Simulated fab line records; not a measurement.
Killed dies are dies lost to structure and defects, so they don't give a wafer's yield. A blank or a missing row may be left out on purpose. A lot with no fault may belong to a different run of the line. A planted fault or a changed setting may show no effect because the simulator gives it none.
Matching of chambers + flow sky130 + SKY_PASSIVATION_ETCH_11 on rie diel-01: 4 sister chambers
The step etches the open film in CF4/O2, stops on AlCu, target depth 725 nm, time 161.1 s. 4 wafers are shown with their chamber, then 8 later ones without.

EACH WAFER AND ITS CHAMBER
| wafer  | chamber | drypump motor current A (A) |
|--------|---------|-----------------------------|
| L082.3 | 1       | 4.8                         |
| L086.3 | 0       | 5.6                         |
| L088.6 | 2       | 5.8                         |
| L089.1 | 3       | 5.4                         |

WAFERS MISSING THEIR CHAMBER
| wafer  | drypump motor current A (A) |
|--------|-----------------------------|
| L089.2 | 4.7                         |
| L089.3 | 5.8                         |
| L089.4 | 5.8                         |
| L089.5 | 4.7                         |
| L089.6 | 5.5                         |
| L096.3 | 5.4                         |
| L096.4 | 5.4                         |
| L096.5 | 5.8                         |

WHICH CHAMBER EACH ONE RAN IN
| wafer  | from the rows above     | in truth |
|--------|-------------------------|----------|
| L089.2 | 1                       | 1        |
| L089.3 | 2                       | 2        |
| L089.4 | 2                       | 2        |
| L089.5 | 1                       | 1        |
| L089.6 | can't be placed: 0 or 3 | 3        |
| L096.3 | 3                       | 3        |
| L096.4 | 3                       | 3        |
| L096.5 | 2                       | 2        |
Placed correctly: 7 of 8. Cannot be placed on the basis of these rows: 1; the candidates contain the true chamber in 1. Number placed wrongly: 0.
How it was worked out, from the rows above alone: a wafer's distance from a chamber is the root of the sum, over the readings, of the square of ((its reading less the chamber's mean) divided by the reading's scatter). The wafer belongs to the nearest chamber; if the next one is less than 2 further off, it can't be placed. The mean given for a chamber averages the wafers shown for that chamber. The scatter: with one shown wafer a chamber, the root of the mean of the squares of how far each hidden wafer lies from its nearest shown one.
